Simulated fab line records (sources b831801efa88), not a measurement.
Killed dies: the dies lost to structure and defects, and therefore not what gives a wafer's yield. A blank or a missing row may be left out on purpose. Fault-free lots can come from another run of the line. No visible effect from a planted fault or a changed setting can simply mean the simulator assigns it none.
fab line records -- flow sfqLine
record lots=6, wafers=18, lastDay=87
route steps=325 shown M0@42 I0@43
lots that met no fault: taken from a fault-free run of the same line
startH: the number of hours between the record's first day and the start of the first shown wafer of the lot -- waitH: hours elapsed since this lot's preceding step -- " as in the row above -- L1.1+2: one row covering several wafers at once -- - either no value or no given start -- * or withheld: withheld -- < > ~ a bound
route shown NAME@n: NAME is a module with steps in the file, n the number in the route of the first one -- usual: average and standard deviation across the fault-free wafers -- same: alike in all rows -- chamber/n: place in a boat -- sites: readings site by site -- _std_site: standard deviation across them -- _edge_site: inner sites' mean taken away from outer sites' mean -- radiusMm: for every site, how far away it sits from the centre of the wafer -- mask NAME#n: copy n -- behind: the last tool/chamber to shape the wafer -- hold: reason for holding the lot/hours on hold/outcome of the hold -- device: the n, p or np transistor that did not switch -- end of line: at the end of the route, the tests of the same wafers -- for a step that has no rows: nothing shown but its recipe -- killed: dies lost to structure and defects at the first sort, not the wafer's yield -- map: shows each die of a wafer: x if killed, . if not, _ if none is there
set.NAME: the run value of the setting; set.NAME@STEP: its run value at that earlier step -- model.NAME: the simulator's own value behind a step, which no gauge read
lots at selected steps of the route; one table per step, one row per wafer
services: the hour from which a tool's chamber was out of use, counted from the record's first day as startH (under 0 if before that day), plus the number of hours and why
## steps
# step SFQ_TRILAYER_M0_STRIP_SOLV_CLEAN_026
# recipe chemistry=NMP, tempC=70, timeS=600
# step SFQ_TRILAYER_I0_DEP_PECVD_027
# recipe material=SiO2, tempC=150, timeS=111.11, pressureTorr=2.4, rfW=183.3, precursor=SiH4/N2O, targetThkNm=500
# usual heaterPowerOuterW=31/9.1, heaterPowerW=84/16, throttleValvePct=24.5/1.3
lot.wafer,tool,chamber,startH,waitH,heaterPowerOuterW,heaterPowerW,throttleValvePct
L430.1,pecvd-01,1,298.00,0.0,33,97,23.9
L430.2,pecvd-01,0,298.00,0.0,29,67,24.9
L430.6,pecvd-01,0,298.00,0.0,30,70,24.7
L440.1,pecvd-03,1,386.71,0.0,24,69,24.1
L440.2,pecvd-03,0,386.71,0.0,27,73,23.0
L440.5,pecvd-03,1,386.71,0.0,25,71,24.3
L442.1,pecvd-01,1,411.24,0.0,32,93,24.0
L442.4,pecvd-01,2,411.24,0.0,34,89,26.5
L442.5,pecvd-01,0,411.24,0.0,34,73,25.3
L444.2,pecvd-01,2,424.54,0.0,32,85,26.4
L444.3,pecvd-01,1,424.54,0.0,27,88,23.9
L444.6,pecvd-01,0,424.54,0.0,22,60,25.2
L447.1,pecvd-01,2,455.74,0.0,30,84,26.6
L447.4,pecvd-01,2,455.74,0.0,32,85,26.5
L447.6,pecvd-01,0,455.74,0.0,31,72,25.3
L449.2,pecvd-03,0,473.74,0.0,19,64,22.9
L449.4,pecvd-03,2,473.74,0.0,49,117,23.0
L449.6,pecvd-03,0,473.74,0.0,22,66,23.0
# step SFQ_TRILAYER_I0_CMP_CMP_028
# recipe material=SiO2, downForcePsi=3, platenRpm=60, padVelocityMS=0.94248
# usual motorCurrentA=9.8/0.93, timeToEndpointS=215/6.4
lot.wafer,tool,chamber,startH,waitH,motorCurrentA,timeToEndpointS
L430.2,cmp-02,0,302.49,4.4,9.1,207
L430.1,cmp-02,1,302.49,4.4,10.4,212
L430.6,cmp-02,3,303.99,5.9,11.0,211
L440.1,cmp-02,0,387.29,0.5,8.9,218
L440.2,cmp-02,2,388.29,1.5,11.2,206
L440.5,cmp-02,3,388.29,1.5,11.1,216
L442.1,cmp-02,1,411.32,0.0,10.4,218
L442.4,cmp-02,3,412.32,1.0,10.7,221
L442.5,cmp-02,1,413.32,2.0,10.5,212
L444.2,cmp-02,1,425.12,0.5,10.1,210
L444.3,cmp-02,3,426.12,1.5,10.8,214
L444.6,cmp-02,0,426.12,1.5,9.0,222
L447.1,cmp-02,2,456.32,0.5,11.2,210
L447.4,cmp-02,3,456.32,0.5,10.8,225
L447.6,cmp-02,2,458.32,2.5,11.6,203
L449.2,cmp-01,1,473.82,0.0,8.3,207
L449.4,cmp-01,3,474.82,1.0,10.3,211
L449.6,cmp-01,2,476.32,2.5,9.2,212
# step SFQ_I0_BOW_MEAS_907
# recipe mode=bow
# usual I0_BOW=3/7.7
lot.wafer,tool,chamber,startH,waitH,I0_BOW[um]
L430.1,filmMetro-02,-,304.49,1.0,4
L430.2,filmMetro-02,-,304.49,1.0,-4
L430.6,filmMetro-02,-,304.49,1.0,8
L440.1,filmMetro-02,-,389.79,2.0,-2
L440.2,filmMetro-02,-,389.79,2.0,0
L440.5,filmMetro-02,-,389.79,2.0,-6
L442.1,filmMetro-04,-,414.32,2.5,3
L442.4,filmMetro-04,-,414.32,2.5,2
L442.5,filmMetro-04,-,414.32,2.5,-5
L444.2,filmMetro-04,-,427.64,2.0,9
L444.3,filmMetro-04,-,427.64,2.0,-1
L444.6,filmMetro-04,-,427.64,2.0,3
L447.1,filmMetro-03,-,458.82,2.0,0
L447.4,filmMetro-03,-,458.82,2.0,3
L447.6,filmMetro-03,-,458.82,2.0,2
L449.2,filmMetro-02,-,476.84,2.5,5
L449.4,filmMetro-02,-,476.84,2.5,10
L449.6,filmMetro-02,-,476.84,2.5,20
# step SFQ_TRILAYER_I0_METRO_MEASURE_029
# usual thkNm=200.0/0.88
lot.wafer,tool,chamber,startH,waitH,thkNm
L430.1,filmMetro-02,-,304.61,0.1,200.5
L430.2,filmMetro-02,-,304.61,0.1,199.8
L430.6,filmMetro-02,-,304.61,0.1,199.5
L440.1,filmMetro-02,-,389.91,0.1,201.3
L440.2,filmMetro-02,-,389.91,0.1,198.4
L440.5,filmMetro-02,-,389.91,0.1,201.2
L442.1,filmMetro-04,-,414.44,0.1,199.3
L442.4,filmMetro-04,-,414.44,0.1,198.1
L442.5,filmMetro-04,-,414.44,0.1,199.1
L444.2,filmMetro-04,-,427.94,0.3,199.0
L444.3,filmMetro-04,-,427.94,0.3,198.5
L444.6,filmMetro-04,-,427.94,0.3,200.0
L447.1,filmMetro-03,-,458.94,0.1,198.6
L447.4,filmMetro-03,-,458.94,0.1,199.8
L447.6,filmMetro-03,-,458.94,0.1,199.3
L449.2,filmMetro-02,-,477.14,0.3,200.5
L449.4,filmMetro-02,-,477.14,0.3,200.1
L449.6,filmMetro-02,-,477.14,0.3,200.9
# step SFQ_TRILAYER_I0_VIA_LITHO_COAT_036
# recipe resist=BARC, spinRpm=3000, resistThkNm=62
# step SFQ_TRILAYER_I0_VIA_LITHO_COAT_031
# recipe resist=KrF, spinRpm=3000, resistThkNm=650
# step SFQ_TRILAYER_I0_VIA_LITHO_SOFTBAKE_035
# recipe tempC=withheld, timeS=withheld, resist=KrF
# step SFQ_TRILAYER_I0_VIA_LITHO_EXPOSE_032
# recipe maskId=I0, na=0.6, sourceShape=conventional, sigmaOuter=0.65, targetCdNm=500, doseMj=21.3
# step SFQ_TRILAYER_I0_VIA_LITHO_PEB_034
# recipe pebTempC=115, pebTimeS=60, resist=KrF
# step SFQ_TRILAYER_I0_VIA_LITHO_DEVELOP_033
# recipe timeS=60, resist=KrF
# step SFQ_I0_OVL_MEAS_908
# usual I0_OVL=0/6
lot.wafer,tool,chamber,startH,waitH,I0_OVL[nm]
L430.1,overlay-02,-,436.75,0.1,-2
L430.2,overlay-02,-,436.75,0.1,0
L430.6,overlay-02,-,436.75,0.1,-4
L440.1,overlay-02,-,551.07,0.1,6
L440.2,overlay-02,-,551.07,0.1,10
L440.5,overlay-02,-,551.07,0.1,10
L442.1,overlay-02,-,580.10,0.1,3
L442.4,overlay-02,-,580.10,0.1,9
L442.5,overlay-02,-,580.10,0.1,3
L444.2,overlay-01,-,593.31,0.1,2
L444.3,overlay-01,-,593.31,0.1,6
L444.6,overlay-01,-,593.31,0.1,5
L447.1,overlay-02,-,614.90,0.1,2
L447.4,overlay-02,-,614.90,0.1,7
L447.6,overlay-02,-,614.90,0.1,2
L449.2,overlay-01,-,633.13,0.1,6
L449.4,overlay-01,-,633.13,0.1,3
L449.6,overlay-01,-,633.13,0.1,4
# step SFQ_TRILAYER_I0_VIA_BARC_OPEN_VIA_ETCH_046
# recipe maskMaterial=PR, chemistry=O2, targetDepthNm=125, target=BARC, sourceW=500, biasW=80, pressureMtorr=30, timeS=41.7
# usual drypumpMotorCurrentA=5.8/0.55, oesProductAu=0.685/0.0052
lot.wafer,tool,chamber,startH,waitH,drypumpMotorCurrentA,oesProductAu,rfHoursCounterH,model.KrF_of_TRILAYER_I0_VIA_LITHO_COAT_031.thkNm
L430.1,rieDiel-02,0,436.78,0.0,6.0,0.689,2,572.1
L430.2,rieDiel-02,1,436.78,0.0,4.8,0.683,3,568.7
L430.6,rieDiel-02,3,436.78,0.0,5.7,0.681,-,570.8
L440.1,rieDiel-03,1,551.11,0.0,6.8,0.685,0,573.5
L440.2,rieDiel-03,3,551.11,0.0,5.9,0.683,65,572.9
L440.5,rieDiel-03,3,551.11,0.0,5.8,0.698,-,572.3
L442.1,rieDiel-02,1,580.14,0.0,4.8,0.691,5,573.7
L442.4,rieDiel-02,2,580.14,0.0,6.3,0.682,52,570.6
L442.5,rieDiel-02,1,580.14,0.0,4.8,0.680,-,571.3
L444.2,rieDiel-02,2,593.34,0.0,6.3,0.680,52,572.7
L444.3,rieDiel-02,0,593.34,0.0,6.0,0.681,4,578.1
L444.6,rieDiel-02,0,593.34,0.0,6.0,0.686,-,578.8
L447.1,rieDiel-03,1,614.94,0.0,6.8,0.691,1,574.5
L447.4,rieDiel-03,3,614.94,0.0,5.8,0.694,66,573.9
L447.6,rieDiel-03,1,614.94,0.0,6.8,0.687,-,574
L449.2,rieDiel-03,1,633.16,0.0,6.8,0.687,1,575.1
L449.4,rieDiel-03,0,633.16,0.0,6.1,0.691,10,577.5
L449.6,rieDiel-03,0,633.16,0.0,6.1,0.683,-,573.1
# step SFQ_TRILAYER_I0_VIA_ETCH_VIA_ETCH_034
# recipe target=SiO2, stopOn=Nb, maskMaterial=PR, taperDeg=20, chemistry=CHF3, targetDepthNm=260, sourceW=500, biasW=80, pressureMtorr=30, timeS=withheld
# usual drypumpMotorCurrentA=5.8/0.55, oesProductAu=0.854/0.0049
lot.wafer,tool,chamber,startH,waitH,drypumpMotorCurrentA,oesProductAu,model.KrF_of_TRILAYER_I0_VIA_LITHO_COAT_031.thkNm
L430.1,rieDiel-02,0,436.82,0.0,6.0,0.853,527.7
L430.2,rieDiel-02,1,436.82,0.0,4.8,0.851,522.4
L430.6,rieDiel-02,3,436.82,0.0,5.7,0.848,525.5
L440.1,rieDiel-03,1,551.15,0.0,6.8,0.859,529.4
L440.2,rieDiel-03,3,551.15,0.0,5.8,0.849,526.8
L440.5,rieDiel-03,3,551.15,0.0,5.8,0.859,526.6
L442.1,rieDiel-02,1,580.18,0.0,4.8,0.846,527.9
L442.4,rieDiel-02,2,580.18,0.0,6.3,0.855,525.8
L442.5,rieDiel-02,1,580.18,0.0,4.8,0.846,525.2
L444.2,rieDiel-02,2,593.38,0.0,6.3,0.856,527
L444.3,rieDiel-02,0,593.38,0.0,6.0,0.853,533.2
L444.6,rieDiel-02,0,593.38,0.0,6.0,0.857,534.3
L447.1,rieDiel-03,1,614.98,0.0,6.8,0.857,530.2
L447.4,rieDiel-03,3,614.98,0.0,5.8,0.859,528.3
L447.6,rieDiel-03,1,614.98,0.0,6.8,0.851,529.3
L449.2,rieDiel-03,1,633.20,0.0,6.8,0.862,530.7
L449.4,rieDiel-03,0,633.20,0.0,6.2,0.849,532.2
L449.6,rieDiel-03,0,633.20,0.0,6.2,0.863,528
# step SFQ_TRILAYER_I0_VIA_STRIP_STRIP_035
# recipe gas=O2, powerW=200, platenTempC=40, overashFraction=0.65, chemistry=O2, pressureMtorr=50
# usual drypumpMotorCurrentA=5.61/0.29, heBacksideLeakSccm=3.21/0.29, oesProductAu=0.998/0.0089
lot.wafer,tool,chamber,startH,waitH,drypumpMotorCurrentA,heBacksideLeakSccm,oesProductAu,rfHoursCounterH
L430.1,rieMetal-02,0,436.93,-,5.58,3.14,1.007,23
L430.2,rieMetal-02,1,436.93,-,5.76,3.70,1.001,90
L430.6,rieMetal-02,0,436.93,-,5.58,3.07,0.997,-
L440.1,rieMetal-04,0,551.26,-,5.60,3.21,1.004,41
L440.2,rieMetal-04,1,551.26,-,5.62,3.11,0.998,30
L440.5,rieMetal-04,0,551.26,-,5.56,3.23,0.992,-
L442.1,rieMetal-01,1,580.29,-,5.98,3.29,1.003,68
L442.4,rieMetal-01,1,580.29,-,5.97,3.26,1.011,-
L442.5,rieMetal-01,1,580.29,-,5.98,3.32,0.997,-
L444.2,rieMetal-01,1,593.49,-,5.99,3.10,0.997,71
L444.3,rieMetal-01,1,593.49,-,5.96,3.17,0.998,-
L444.6,rieMetal-01,1,593.49,-,5.98,3.14,1.006,-
L447.1,rieMetal-01,1,615.09,-,5.95,3.22,1.005,73
L447.4,rieMetal-01,0,615.09,-,5.23,3.24,0.992,-
L447.6,rieMetal-01,0,615.09,-,5.20,3.29,0.989,-
L449.2,rieMetal-01,0,633.31,-,5.24,3.25,0.996,59
L449.4,rieMetal-01,0,633.31,-,5.26,3.19,0.991,-
L449.6,rieMetal-01,1,633.31,-,5.96,3.38,1.002,-
## services
tool,chamber,startH,hours,kind
cmp-02,-,282.05,13.4,pm
cmp-02,-,299.11,0.3,repair
rieMetal-01,1,314.23,14.9,repair
cmp-02,-,321.27,7.8,pm
rieDiel-03,1,334.18,39.1,repair
pecvd-01,-,344.96,2.8,pm
cmp-02,-,359.31,0.3,repair
rieDiel-02,-,367.83,0.8,repair
rieDiel-03,3,379.95,3.9,repair
pecvd-01,2,388.47,4.7,repair
rieDiel-03,1,399.26,8.0,repair
rieMetal-01,0,403.58,17.5,repair
cmp-02,-,405.62,1.3,repair
pecvd-01,-,406.04,0.8,repair
rieDiel-02,-,406.60,2.8,pm
cmp-02,-,406.91,4.0,pm
rieDiel-03,3,435.25,4.8,repair
rieMetal-01,0,435.32,2.9,repair
rieDiel-03,-,467.35,0.8,repair
cmp-02,-,478.83,3.5,repair
rieDiel-02,3,528.82,1.7,repair
cmp-02,-,552.68,0.4,repair
rieDiel-02,2,616.22,19.5,repair
rieDiel-02,1,628.75,4.7,repair
## key
firstSign none at tools or gauges
modelEffect step=SFQ_TRILAYER_I0_VIA_BARC_OPEN_VIA_ETCH_046, value=KrF_of_TRILAYER_I0_VIA_LITHO_COAT_031.thkNm, without=572.2, struck=576.9
modelEffect step=SFQ_TRILAYER_I0_VIA_ETCH_VIA_ETCH_034, value=KrF_of_TRILAYER_I0_VIA_LITHO_COAT_031.thkNm, without=527.1, struck=531.8
metAt SFQ_TRILAYER_I0_VIA_BARC_OPEN_VIA_ETCH_046
struckWafers L442.1,L444.3,L444.6
onsetBetween 436.78 580.14
fault kind=processParameterDrift, tool=rieDiel-02, chamber=-, onsetH=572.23, steps=SFQ_TRILAYER_I0_VIA_BARC_OPEN_VIA_ETCH_046, channel=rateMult, offset=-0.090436, shape=step, endH=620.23, scope=struckWafersOnly
